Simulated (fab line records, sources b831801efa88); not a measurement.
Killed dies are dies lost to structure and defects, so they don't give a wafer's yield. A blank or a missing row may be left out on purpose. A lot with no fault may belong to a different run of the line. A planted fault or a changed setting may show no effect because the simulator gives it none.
Which of the tools did it?    flow sky130    33 wafers from 11 lots sampled at 4 of the route's 708 steps

== WHAT THE GAUGES SHOWED, per wafer ==
SKY_SD_N_RS_MEAS_18: measurement is done with a four-point probe.
lot   measured      on             RES_XHIGH_RS (ohm/sq)
L402  day 28 03:50  film metro-04  335.7 335.8 335.0
L403  day 28 10:32  film metro-01  334.7 333.0 334.6
L405  day 29 10:20  film metro-04  335.1 333.9 336.1
L407  day 30 06:05  film metro-01  331.6 332.1 331.3
L408  day 30 08:47  film metro-04  333.4 333.2 333.4
L409  day 30 16:00  film metro-02  335.2 335.2 334.7
L413  day 32 03:22  film metro-04  331.0 332.3 332.1
L414  day 32 11:34  film metro-04  332.4 332.2 333.6
L416  day 33 03:08  film metro-04  334.1 333.9 334.5
L420  day 34 09:02  film metro-04  371.9 372.6 372.7
L423  day 35 04:07  film metro-01  376.8 375.6 378.5

== WHAT TOOL EACH LOT RAN ON (gives the tool, then ch and the chambers of the sampled wafers, and finally the start) ==
lot   SKY_LDD_HVN_STRIP_09                  SKY_POLY_CUT_ETCH_10                SKY_RES_XHIGH_IMPLANT_07
L402  plasma asher-03 ch 0,1, day 20 11:20  rie diel-01 ch 0,1,2, day 24 08:57  implanter-04 ch 0, day 26 21:10
L403  plasma asher-03 ch 0,1, day 20 21:32  rie diel-01 ch 1,2, day 24 17:18    implanter-02 ch 0, day 27 04:41
L405  plasma asher-03 ch 0,1, day 21 20:31  rie diel-01 ch 1,2,3, day 25 16:47  implanter-04 ch 0, day 28 04:04
L407  plasma asher-04 ch 0,1, day 22 13:34  rie diel-04 ch 2,3, day 26 14:32    implanter-02 ch 0, day 29 00:37
L408  plasma asher-01 ch 0,1, day 22 23:04  rie diel-04 ch 1,2,3, day 26 17:39  implanter-02 ch 0, day 29 03:22
L409  plasma asher-03 ch 0,1, day 23 05:43  rie diel-03 ch 0,2,3, day 26 23:44  implanter-02 ch 0, day 29 10:14
L413  plasma asher-04 ch 0,1, day 24 19:56  rie diel-01 ch 0,1,2, day 28 15:36  implanter-04 ch 0, day 30 22:53
L414  plasma asher-04 ch 0,1, day 25 05:38  rie diel-04 ch 0,2, day 28 23:05    implanter-04 ch 0, day 31 07:13
L416  plasma asher-03 ch 0,1, day 25 21:30  rie diel-01 ch 0,1, day 29 14:32    implanter-02 ch 0, day 31 22:07
L420  plasma asher-01 ch 0,1, day 27 06:50  rie diel-03 ch 0,1,2, day 30 22:45  implanter-02 ch 0, day 33 05:20
L423  plasma asher-04 ch 0,1, day 28 03:16  rie diel-03 ch 0,1,2, day 31 19:08  implanter-02 ch 0, day 34 00:35
- SKY_LDD_HVN_STRIP_09: strips in O2/N2.
- SKY_POLY_CUT_ETCH_10: etches BARC in N2/H2, stops on SiO2, time 45.9 s, target depth 60 nm.
- SKY_RES_XHIGH_IMPLANT_07

== THE ANSWER, worked out from the rows above alone ==
Rule: usual is defined by the lots themselves. Put in order of their means at a reading, lots are off if they are a third of the lots or fewer, leave a main group of 4 or more, and stand apart from it by a gap of 3 or more times the standard deviation of the main group's means; of several such gaps the widest counts. A main group is skipped when, at the precision printed for the reading in the tables above, its means are all equal. Also off: a lot with no number at a reading for which 4 or more lots have one. All remaining lots with rows at the step are treated as sound.
Off: L420, L423, at SKY_SD_N_RS_MEAS_18 (RES_XHIGH_RS). Mean 333.7 ohm/sq and standard deviation 1.3 in the main group.
A tool fits if, at a process step before that reading, it ran every lot that is off, and no sound lot after the first of them. Gauges at SKY_SD_N_RS_MEAS_18: tried the same way as those tools. This does not decide it: 2 tools fit, namely rie diel-03 at SKY_POLY_CUT_ETCH_10 and implanter-02 at SKY_RES_XHIGH_IMPLANT_07.

== WHAT HAD BEEN PUT IN BY THE SIMULATOR ==
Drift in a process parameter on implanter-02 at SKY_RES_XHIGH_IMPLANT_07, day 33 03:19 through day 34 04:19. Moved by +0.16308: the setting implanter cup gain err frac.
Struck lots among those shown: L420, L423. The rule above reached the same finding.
